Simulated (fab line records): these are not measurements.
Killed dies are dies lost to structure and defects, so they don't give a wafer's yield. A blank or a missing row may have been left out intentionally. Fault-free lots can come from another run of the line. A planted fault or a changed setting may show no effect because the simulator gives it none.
fab line records	flow sky130
[record] lots = 5	wafers = 23
route steps=708 shown METAL2@492 VIA2@514 METAL3@536 CAPM@544 VIA3@581
start_h: hours from the record's first day to the start of the lot's first wafer shown	wait_h: time in hours since the lot's previous step	" identical to the entry in the row above	L1.1+2: a row that stands for several wafers	- no value present, or no start provided	* or withheld: withheld	< > ~ a bound
route shown NAME@n: names a module that has steps shown in the file, with the first one's number in the route	usual: mean/standard deviation taken from wafers without a fault	same: alike in all rows	chamber/n: place in a boat	sites: per-site readings	_std_site: standard deviation of those values	_edge_site: the outer-site mean with the inner-site mean subtracted	radius_mm: for every site, how far away it sits from the centre of the wafer	mask NAME#n: copy n	behind: the most recent tool/chamber to have shaped the wafer	hold: why the lot went on hold/how many hours it stayed there/how the hold came to an end	device: which transistor (n, p or np) failed to switch	end of line: the tests these same wafers got at the end of their route	a step without rows: its recipe alone	killed: not the wafer's yield, but the dies lost to structure and defects at the first sort	map: a wafer's dies, marking killed ones x, the rest . and places with no die _
set.NAME: the setting the step ran with; set.NAME@STEP: the setting that earlier step ran with	model.NAME: the simulator's own value behind a step, which no gauge read
lots with deliberately changed settings; one table per step, one row per wafer
[[steps]]
[step SKY_METAL2_COAT_09]
[recipe] resist = BARC	temp_c = withheld	time_s = withheld	spin_rpm = 3000	resist_thk_nm = 60
lot.wafer	tool	chamber	start_h	wait_h	set.resist_thk_nm
L074.1+5+6	litho_track-02	0	876.48	0.1	60
L074.2+3	"	0	"	"	57.61
L079.2+4+5	litho_track-03	0	878.86	0.1	60
L082.1+4	litho_track-02	0	880.13	0.1	60
L082.2+3+6	"	0	"	"	57.25
L081.1+2	litho_track-01	0	883.12	0.1	57.13
L081.3+4+6	"	0	"	"	60
L084.1+6	litho_track-01	0	951.92	0.1	57.9
L084.2+3+4	"	0	"	"	60
[step SKY_METAL2_COAT_10]
[recipe] resist = KrF-thick	spin_rpm = 3000	resist_thk_nm = 450
[step SKY_METAL2_SOFTBAKE_11]
[recipe] temp_c = 100	time_s = 90	resist = KrF-thick
[step SKY_METAL2_DESCUM_17]
[recipe] chemistry = O2	source_power_w = 150	bias_power_w = 0	pressure_mtorr = 10	temp_c = 40	time_s = 8
[step SKY_METAL2_ETCH_18]
[recipe] chemistry = N2/H2	target = BARC	ion_energy_ev = 200	bias_w = 102.4	pressure_mtorr = 30	n2_flow_sccm = 100	h2_flow_sccm = 200	icp_w = 500	stop_on = SiO2	time_s = 45.9	target_depth_a = 600
[usual] oes_product_au = 0.854/0.0045
lot.wafer	tool	chamber	start_h	wait_h	set.resist_thk_nm@METAL2_COAT_09	oes_product_au
L074.1	rie_metal-01	1	891.66	0.0	60	0.855
L074.2	"	0	"	"	57.61	0.832
L074.3	"	1	"	"	57.61	0.835
L074.5	"	0	"	"	60	0.859
L074.6	"	1	"	"	60	0.853
L079.2	rie_metal-04	0	893.96	0.0	60	0.857
L079.4	"	0	"	"	60	0.856
L079.5	"	1	"	"	60	0.852
L082.1	rie_metal-01	0	894.91	0.0	60	0.851
L082.2	"	1	"	"	57.25	0.834
L082.3	"	1	"	"	57.25	0.831
L082.4	"	0	"	"	60	0.859
L082.6	"	0	"	"	57.25	0.828
L081.1	rie_metal-01	1	896.71	0.0	57.13	0.833
L081.2	"	0	"	"	57.13	0.831
L081.3	"	0	"	"	60	0.854
L081.4	"	1	"	"	60	0.849
L081.6	"	0	"	"	60	0.851
L084.1	rie_metal-03	0	965.76	0.0	57.9	0.831
L084.2	"	1	"	"	60	0.845
L084.3	"	0	"	"	60	0.848
L084.4	"	1	"	"	60	0.855
L084.6	"	0	"	"	57.9	0.838
[step SKY_VIA2_COAT_07]
[recipe] resist = KrF-thick	spin_rpm = 3000	resist_thk_nm = 450
lot.wafer	tool	chamber	start_h	wait_h	set.resist_thk_nm	model.KrF-thick_of_VIA2_COAT_07.thk_nm
L074.1	litho_track-03	0	-	-	460.9	461.1
L074.2	"	0	"	"	450	448.1
L074.3	"	0	"	"	460.9	459.6
L074.5	"	0	"	"	450	449.1
L074.6	"	0	"	"	450	449.9
L079.2	litho_track-04	0	-	-	450	449.2
L079.4	"	0	"	"	450	449.6
L079.5	"	0	"	"	450	450.3
L082.1	litho_track-01	0	-	-	450	450.3
L082.2	"	0	"	"	450	450
L082.3	"	0	"	"	472	472.3
L082.4	"	0	"	"	472	471.9
L082.6	"	0	"	"	472	472.2
L081.1	litho_track-03	0	-	-	457.5	456.2
L081.2	"	0	"	"	450	450.2
L081.3	"	0	"	"	450	449.5
L081.4	"	0	"	"	450	450
L081.6	"	0	"	"	457.5	457.6
L084.1	litho_track-03	0	-	-	450	447.8
L084.2	"	0	"	"	439.1	435
L084.3	"	0	"	"	439.1	436.3
L084.4	"	0	"	"	450	446.6
L084.6	"	0	"	"	439.1	436.7
[step SKY_VIA2_SOFTBAKE_08]
[recipe] temp_c = 100	time_s = 90	resist = KrF-thick
lot.wafer	tool	chamber	start_h	wait_h	set.temp_c
L074.1+2	litho_track-03	0	-	-	100
L074.3+5+6	"	0	"	"	97.26
L079.2+4+5	litho_track-04	0	-	-	100
L082.1+2+3+4+6	litho_track-01	0	-	-	100
L081.1+2+3+4+6	litho_track-03	0	-	-	100
L084.1+2+3+4+6	litho_track-03	0	-	-	100
[step SKY_VIA2_EXPOSE_09]
[recipe] mask_id = VIM2	na = 0.8	source_shape = annular	sigma_inner = 0.55	sigma_outer = 0.85	target_cd_nm = 200	dose_mj = 38
[step SKY_VIA2_PEB_10]
[recipe] peb_temp_c = withheld	peb_time_s = withheld	resist = KrF-thick
[step SKY_VIA2_ETCH_14]
[recipe] chemistry = N2/H2	target = BARC	ion_energy_ev = 200	source_w = 500	bias_w = 100	pressure_mtorr = 30	n2_flow_sccm = 100	h2_flow_sccm = 200	stop_on = SiO2	time_s = 45.9	target_depth_a = 600
lot.wafer	tool	chamber	start_h	wait_h	set.resist_thk_nm@VIA2_COAT_07	model.KrF-thick_of_VIA2_COAT_07.thk_nm
L074.1	rie_diel-02	0	918.19	0.0	460.9	403.5
L074.2	"	1	"	"	450	390.4
L074.3	"	3	"	"	460.9	403.3
L074.5	"	2	"	"	450	393.6
L074.6	"	3	"	"	450	393.4
L079.2	rie_diel-02	3	920.29	0.0	450	390.8
L079.4	"	1	"	"	450	391
L079.5	"	1	"	"	450	391.8
L082.1	rie_diel-02	3	921.51	0.0	450	392.5
L082.2	"	1	"	"	450	392.3
L082.3	"	0	"	"	472	415.4
L082.4	"	2	"	"	472	414.8
L082.6	"	1	"	"	472	414.5
L081.1	rie_diel-02	0	923.19	0.0	457.5	398.6
L081.2	"	3	"	"	450	392.2
L081.3	"	2	"	"	450	392.5
L081.4	"	1	"	"	450	392
L081.6	"	2	"	"	457.5	400.3
L084.1	rie_diel-01	0	993.09	0.0	450	390.1
L084.2	"	1	"	"	439.1	376.8
L084.3+6	"	2	"	"	439.1	379.2
L084.4	"	3	"	"	450	389.6
[step SKY_VIA2_ETCH_15]
[recipe] target = SiO2	chemistry = C4F8/O2/Ar	target_depth_nm = 546	stop_on = TiN	mask_material = KrF-thick	source_w = 1500	bias_w = 1200	pressure_mtorr = 40	c4f8_flow_sccm = withheld	O2_flow_sccm = 6	Ar_flow_sccm = 300	time_s = 84
lot.wafer	tool	chamber	start_h	wait_h	set.resist_thk_nm@VIA2_COAT_07	model.KrF-thick_of_VIA2_COAT_07.thk_nm
L074.1	rie_diel-02	0	918.24	0.0	460.9	294.2
L074.2	"	1	"	"	450	279.1
L074.3	"	3	"	"	460.9	293
L074.5	"	2	"	"	450	285.4
L074.6	"	3	"	"	450	282.9
L079.2	rie_diel-02	3	920.34	0.0	450	279.9
L079.4	"	1	"	"	450	279.7
L079.5	"	1	"	"	450	280.9
L082.1	rie_diel-02	3	921.55	0.0	450	282.3
L082.2	"	1	"	"	450	281.3
L082.3	"	0	"	"	472	305.7
L082.4	"	2	"	"	472	305.9
L082.6	"	1	"	"	472	304
L081.1	rie_diel-02	0	923.24	0.0	457.5	289.4
L081.2	"	3	"	"	450	281.5
L081.3	"	2	"	"	450	284.8
L081.4	"	1	"	"	450	281.6
L081.6	"	2	"	"	457.5	292.6
L084.1	rie_diel-01	0	993.14	0.0	450	280.2
L084.2	"	1	"	"	439.1	265.3
L084.3	"	2	"	"	439.1	269.3
L084.4	"	3	"	"	450	280.5
L084.6	"	2	"	"	439.1	268.8
[step SKY_VIA2_STRIP_16]
[recipe] chemistry = O2/N2	power_w = 1400	pressure_mtorr = 1500	platen_temp_c = withheld	o2_flow_sccm = 3000	n2_flow_sccm = 300	overash_fraction = 0.5
[usual] strip_time_to_endpoint_s = 4.034/0.022
lot.wafer	tool	chamber	start_h	wait_h	set.resist_thk_nm@VIA2_COAT_07	strip_time_to_endpoint_s
L074.1	plasma_asher-03	1	918.30	0.0	460.9	4.154
L074.2	"	0	"	"	450	3.993
L074.3	"	0	"	"	460.9	4.156
L074.5	"	0	"	"	450	4.064
L074.6	"	1	"	"	450	4.056
L079.2	plasma_asher-03	1	920.40	0.0	450	4.010
L079.4	"	0	"	"	450	4.029
L079.5	"	1	"	"	450	4.025
L082.1	plasma_asher-04	0	921.62	0.0	450	4.039
L082.2	"	1	"	"	450	4.025
L082.3	"	1	"	"	472	4.281
L082.4	"	0	"	"	472	4.300
L082.6	"	1	"	"	472	4.256
L081.1	plasma_asher-02	1	923.30	0.0	457.5	4.119
L081.2	"	0	"	"	450	4.030
L081.3	"	0	"	"	450	4.061
L081.4	"	1	"	"	450	4.022
L081.6	"	0	"	"	457.5	4.129
L084.1	plasma_asher-02	0	993.20	0.0	450	4.003
L084.2	"	1	"	"	439.1	3.867
L084.3	"	1	"	"	439.1	3.893
L084.4	"	0	"	"	450	4.025
L084.6	"	0	"	"	439.1	3.887
[step SKY_VIA2_SPUTTER_20]
[recipe] material = TiN	target_thk_nm = 20	chamber_pressure_pa = 5	power_w = 4000	time_s = 80
lot.wafer	tool	chamber	start_h	wait_h	set.chamber_pressure_pa	model.TiN_of_VIA2_SPUTTER_20.thk_nm
L074.1	pvd_sputter-04	-	918.96	0.0	5.556	18.71
L074.2	"	-	"	"	5.556	18.62
L074.3	"	-	"	"	5.556	18.73
L074.5	"	-	"	"	5.556	18.65
L074.6	"	-	"	"	5.556	18.59
L079.2	pvd_sputter-04	-	920.99	0.0	5	20.12
L079.4	"	-	"	"	5	20.02
L079.5	"	-	"	"	5	20.13
L082.1	pvd_sputter-01	-	922.29	0.0	4.466	22.35
L082.2	"	-	"	"	4.466	21.88
L082.3	"	-	"	"	4.466	22.19
L082.4	"	-	"	"	4.466	22.41
L082.6	"	-	"	"	4.466	22.27
L081.1	pvd_sputter-04	-	923.98	0.0	5	20.1
L081.2+4	"	-	"	"	5	19.8
L081.3	"	-	"	"	5	19.83
L081.6	"	-	"	"	5	20.06
L084.1+3	pvd_sputter-04	-	993.79	0.0	4.389	22.38
L084.2	"	-	"	"	4.389	22.49
L084.4	"	-	"	"	4.389	22.69
L084.6	"	-	"	"	4.389	22.58
[step SKY_METAL3_SPUTTER_04]
[recipe] material = TiN	target_thk_nm = 70	power_w = 6500	time_s = 58.3	chamber_pressure_pa = 0.4
lot.wafer	tool	chamber	start_h	wait_h	set.power_w	model.TiN_of_METAL3_SPUTTER_04.thk_nm
L074.1	pvd_sputter-04	-	919.73	0.0	6995	76
L074.2	"	-	"	"	6995	75.53
L074.3	"	-	"	"	6500	70.03
L074.5	"	-	"	"	6995	76.13
L074.6	"	-	"	"	6500	70.23
L079.2	pvd_sputter-01	-	921.78	0.0	6500	70.06
L079.4	"	-	"	"	6500	70.22
L079.5	"	-	"	"	6500	69.76
L082.1	pvd_sputter-01	-	923.08	0.0	6139	66.09
L082.2	"	-	"	"	6500	70.82
L082.3	"	-	"	"	6139	66.69
L082.4	"	-	"	"	6500	70.01
L082.6	"	-	"	"	6500	70.43
L081.1	pvd_sputter-01	-	924.77	0.0	7178	76.66
L081.2	"	-	"	"	6500	69.81
L081.3	"	-	"	"	7178	77.04
L081.4	"	-	"	"	6500	69.79
L081.6	"	-	"	"	6500	70.01
L084.1	pvd_sputter-03	-	994.57	0.0	6500	70.88
L084.2	"	-	"	"	6500	70.32
L084.3	"	-	"	"	6500	70.39
L084.4	"	-	"	"	6500	70.27
L084.6	"	-	"	"	6500	70.01
[step SKY_CAPM_COAT_07]
[recipe] resist = NOVOLAK	spin_rpm = 3000	resist_thk_nm = 1140
lot.wafer	tool	chamber	start_h	wait_h	set.resist_thk_nm	model.NOVOLAK_of_CAPM_COAT_07.thk_nm
L074.1+6	litho_track-02	0	930.63	0.1	1175	1179
L074.2	"	0	"	"	1140	1143
L074.3	"	0	"	"	1140	1142
L074.5	"	0	"	"	1140	1141
L079.2	litho_track-02	0	932.80	0.1	1140	1148
L079.4	"	0	"	"	1140	1142
L079.5	"	0	"	"	1140	1144
L082.1	litho_track-02	0	934.18	0.1	1123	1123
L082.2	"	0	"	"	1140	1143
L082.3	"	0	"	"	1140	1144
L082.4	"	0	"	"	1123	1122
L082.6	"	0	"	"	1123	1126
L081.1	litho_track-04	0	936.71	0.1	1140	1141
L081.2	"	0	"	"	1120	1117
L081.3	"	0	"	"	1120	1116
L081.4	"	0	"	"	1140	1138
L081.6	"	0	"	"	1140	1140
L084.1	litho_track-04	0	1005.26	0.1	1159	1158
L084.2	"	0	"	"	1159	1152
L084.3	"	0	"	"	1140	1135
L084.4	"	0	"	"	1140	1136
L084.6	"	0	"	"	1159	1151
[step SKY_CAPM_SOFTBAKE_08]
[recipe] temp_c = 90	time_s = 60	resist = NOVOLAK
[step SKY_CAPM_EXPOSE_09]
[recipe] mask_id = CAPM	na = 0.6	source_shape = conventional	sigma_outer = 0.6	polarization = unpolarized	target_cd_nm = 1000	dose_mj = 159
[step SKY_CAPM_DEVELOP_11]
[recipe] resist = NOVOLAK	developer = TMAH	develop_time_s = 60	dev_temp_c = 23
[step SKY_CAPM_METAL_ETCH_13]
[recipe] target_depth_nm = 220	stop_on = SiO2	chemistry = Cl2/BCl3	target = TiN	pressure_mtorr = 10	icp_w = 900	bias_w = 48.5	Cl2_flow_sccm = 60	bcl3_flow_sccm = 30	time_s = 62.9
lot.wafer	tool	chamber	start_h	wait_h	set.resist_thk_nm@CAPM_COAT_07	model.NOVOLAK_of_CAPM_COAT_07.thk_nm
L074.1	rie_metal-01	0	944.36	0.0	1175	1034
L074.2	"	1	"	"	1140	996.2
L074.3	"	1	"	"	1140	996
L074.5	"	1	"	"	1140	994.5
L074.6	"	0	"	"	1175	1035
L079.2	rie_metal-02	0	945.91	0.0	1140	999.7
L079.4	"	1	"	"	1140	994.5
L079.5	"	1	"	"	1140	995.1
L082.1	rie_metal-03	0	947.16	0.0	1123	976.6
L082.2	"	1	"	"	1140	996.4
L082.3	"	1	"	"	1140	997.6
L082.4	"	0	"	"	1123	976.2
L082.6	"	1	"	"	1123	978.7
L081.1	rie_metal-02	1	949.46	0.0	1140	991.9
L081.2	"	0	"	"	1120	967.1
L081.3	"	1	"	"	1120	967
L081.4	"	0	"	"	1140	989.7
L081.6	"	0	"	"	1140	991.5
L084.1	rie_metal-02	1	1015.84	0.0	1159	1010
L084.2	"	0	"	"	1159	1000
L084.3	"	0	"	"	1140	983.8
L084.4	"	1	"	"	1140	986.5
L084.6	"	1	"	"	1159	1002
[step SKY_CAPM_STRIP_14]
[recipe] chemistry = O2/N2	power_w = 1400	pressure_mtorr = 1500	platen_temp_c = withheld	o2_flow_sccm = 3000	n2_flow_sccm = 300	overash_fraction = 0.5
[usual] strip_time_to_endpoint_s = 12.65/0.05
lot.wafer	tool	chamber	start_h	wait_h	set.resist_thk_nm@CAPM_COAT_07	strip_time_to_endpoint_s
L074.1	plasma_asher-04	1	944.44	0.1	1175	13.06
L074.2	"	0	"	"	1140	12.68
L074.3	"	1	"	"	1140	12.70
L074.5	"	1	"	"	1140	12.68
L074.6	"	0	"	"	1175	13.08
L079.2	plasma_asher-01	0	945.99	0.1	1140	12.72
L079.4	"	0	"	"	1140	12.67
L079.5	"	0	"	"	1140	12.68
L082.1	plasma_asher-04	1	947.24	0.1	1123	12.46
L082.2	"	0	"	"	1140	12.69
L082.3	"	1	"	"	1140	12.69
L082.4	"	0	"	"	1123	12.45
L082.6	"	0	"	"	1123	12.49
L081.1	plasma_asher-03	0	949.54	0.1	1140	12.64
L081.2	"	1	"	"	1120	12.34
L081.3	"	1	"	"	1120	12.36
L081.4	"	0	"	"	1140	12.61
L081.6	"	1	"	"	1140	12.64
L084.1	plasma_asher-03	0	1015.92	0.1	1159	12.76
L084.2	"	1	"	"	1159	12.72
L084.3	"	0	"	"	1140	12.54
L084.4	"	1	"	"	1140	12.57
L084.6	"	0	"	"	1159	12.75
[step SKY_METAL3_DEVELOP_12]
[recipe] develop_time_s = 60	resist = KrF-thick	dev_temp_c = 21
lot.wafer	tool	chamber	start_h	wait_h	set.dev_temp_c
L074.1+3+6	litho_track-03	0	-	-	19.15
L074.2+5	"	0	"	"	21
L079.2+4+5	litho_track-04	0	-	-	21
L082.1+2+3+4+6	litho_track-04	0	-	-	21
L081.1+2+4	litho_track-04	0	-	-	17.56
L081.3+6	"	0	"	"	21
L084.1+2+4	litho_track-03	0	-	-	21
L084.3+6	"	0	"	"	24.53
[step SKY_METAL3_DESCUM_15]
[recipe] chemistry = O2	source_power_w = 150	bias_power_w = 0	pressure_mtorr = 10	temp_c = 40	time_s = 8
lot.wafer	tool	chamber	start_h	wait_h	set.dev_temp_c@METAL3_DEVELOP_12	model.METAL3.cd_nm
L074.1	rie_metal-02	0	970.99	0.0	19.15	304.4
L074.2	"	1	"	"	21	300.1
L074.3	"	1	"	"	19.15	302.1
L074.5	"	0	"	"	21	300.9
L074.6	"	1	"	"	19.15	302.9
L079.2	rie_metal-02	1	972.76	0.0	21	302.7
L079.4	"	0	"	"	21	301.7
L079.5	"	1	"	"	21	301.1
L082.1	rie_metal-04	0	973.71	0.0	21	303.4
L082.2	"	1	"	"	21	302.6
L082.3	"	0	"	"	21	302.5
L082.4	"	1	"	"	21	303.8
L082.6	"	1	"	"	21	303.7
L081.1	rie_metal-04	1	976.01	0.0	17.56	303.2
L081.2	"	0	"	"	17.56	305.1
L081.3	"	1	"	"	21	300.7
L081.4	"	0	"	"	17.56	305
L081.6	"	1	"	"	21	301.3
L084.1	rie_metal-04	0	1038.30	0.0	21	299.8
L084.2	"	1	"	"	21	298.7
L084.3	"	0	"	"	24.53	296.9
L084.4	"	1	"	"	21	299.5
L084.6	"	1	"	"	24.53	296.3
[step SKY_VIA3_SOFTBAKE_08]
[recipe] temp_c = 100	time_s = 90	resist = KrF-thick
lot.wafer	tool	chamber	start_h	wait_h	set.temp_c
L074.1+2+6	litho_track-01	0	-	-	100
L074.3+5	"	0	"	"	102.1
L079.2+4+5	litho_track-01	0	-	-	100
L082.1+3+6	litho_track-03	0	-	-	100
L082.2+4	"	0	"	"	102.7
L081.1+2+3+4+6	litho_track-02	0	-	-	100
L084.1+3+6	litho_track-01	0	-	-	96.38
L084.2+4	"	0	"	"	100
[step SKY_VIA3_EXPOSE_09]
[recipe] mask_id = VIM3	na = 0.8	source_shape = annular	sigma_inner = 0.55	sigma_outer = 0.85	target_cd_nm = 200	dose_mj = 38
[step SKY_VIA3_PEB_10]
[recipe] peb_temp_c = withheld	peb_time_s = withheld	resist = KrF-thick
[step SKY_VIA3_DEVELOP_11]
[recipe] develop_time_s = 60	resist = KrF-thick	dev_temp_c = 21
lot.wafer	tool	chamber	start_h	wait_h	set.temp_c@VIA3_SOFTBAKE_08	model.KrF-thick_of_VIA3_COAT_07.thk_nm
L074.1	litho_track-03	0	-	-	100	436.4
L074.2	"	0	"	"	100	437
L074.3	"	0	"	"	102.1	435.7
L074.5	"	0	"	"	102.1	434
L074.6	"	0	"	"	100	435.7
L079.2	litho_track-03	0	-	-	100	436
L079.4	"	0	"	"	100	436.5
L079.5	"	0	"	"	100	435.7
L082.1	litho_track-02	0	-	-	100	436.3
L082.2+4	"	0	"	"	102.7	433.9
L082.3	"	0	"	"	100	435.8
L082.6	"	0	"	"	100	436.2
L081.1	litho_track-02	0	-	-	100	435.2
L081.2	"	0	"	"	100	434.7
L081.3	"	0	"	"	100	435.3
L081.4	"	0	"	"	100	435.1
L081.6	"	0	"	"	100	434.8
L084.1	litho_track-03	0	-	-	96.38	437.5
L084.2	"	0	"	"	100	435.7
L084.3	"	0	"	"	96.38	437.4
L084.4	"	0	"	"	100	434.8
L084.6	"	0	"	"	96.38	438.5
[[key]]
[split] step = SKY_METAL2_COAT_09	setting = resist_thk_nm	stated = 60	by = wafer
[response] step = SKY_METAL2_ETCH_18	reading = oes_product_au	change = +0.00473	per = 1%	r = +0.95
[split] step = SKY_VIA2_COAT_07	setting = resist_thk_nm	stated = 450	by = wafer
[response] step = SKY_VIA2_COAT_07	reading = model.KrF-thick_of_VIA2_COAT_07.thk_nm	change = +4.52	per = 1%	r = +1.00
[response] step = SKY_VIA2_ETCH_14	reading = model.KrF-thick_of_VIA2_COAT_07.thk_nm	change = +4.59	per = 1%	r = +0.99
[response] step = SKY_VIA2_ETCH_15	reading = model.KrF-thick_of_VIA2_COAT_07.thk_nm	change = +4.84	per = 1%	r = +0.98
[response] step = SKY_VIA2_STRIP_16	reading = strip_time_to_endpoint_s	change = *	per = 1%	r = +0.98
[split] step = SKY_VIA2_SOFTBAKE_08	setting = temp_c	stated = 100	by = wafer
response none clear
[split] step = SKY_VIA2_SPUTTER_20	setting = chamber_pressure_pa	stated = 5	by = lot
[response] step = SKY_VIA2_SPUTTER_20	reading = model.TiN_of_VIA2_SPUTTER_20.thk_nm	change = -0.17	per = 1%	r = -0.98
[split] step = SKY_METAL3_SPUTTER_04	setting = power_w	stated = 6500	by = wafer
[response] step = SKY_METAL3_SPUTTER_04	reading = model.TiN_of_METAL3_SPUTTER_04.thk_nm	change = +0.704	per = 1%	r = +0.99
[split] step = SKY_CAPM_COAT_07	setting = resist_thk_nm	stated = 1140	by = wafer
[response] step = SKY_CAPM_COAT_07	reading = model.NOVOLAK_of_CAPM_COAT_07.thk_nm	change = +12.3	per = 1%	r = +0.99
[response] step = SKY_CAPM_METAL_ETCH_13	reading = model.NOVOLAK_of_CAPM_COAT_07.thk_nm	change = +12.7	per = 1%	r = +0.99
[response] step = SKY_CAPM_STRIP_14	reading = strip_time_to_endpoint_s	change = *	per = 1%	r = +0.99
[split] step = SKY_METAL3_DEVELOP_12	setting = dev_temp_c	stated = 21	by = wafer
[response] step = SKY_METAL3_DESCUM_15	reading = model.METAL3.cd_nm	change = -0.198	per = 1%	r = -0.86
[split] step = SKY_VIA3_SOFTBAKE_08	setting = temp_c	stated = 100	by = wafer
[response] step = SKY_VIA3_DEVELOP_11	reading = model.KrF-thick_of_VIA3_COAT_07.thk_nm	change = -0.738	per = 1%	r = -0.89
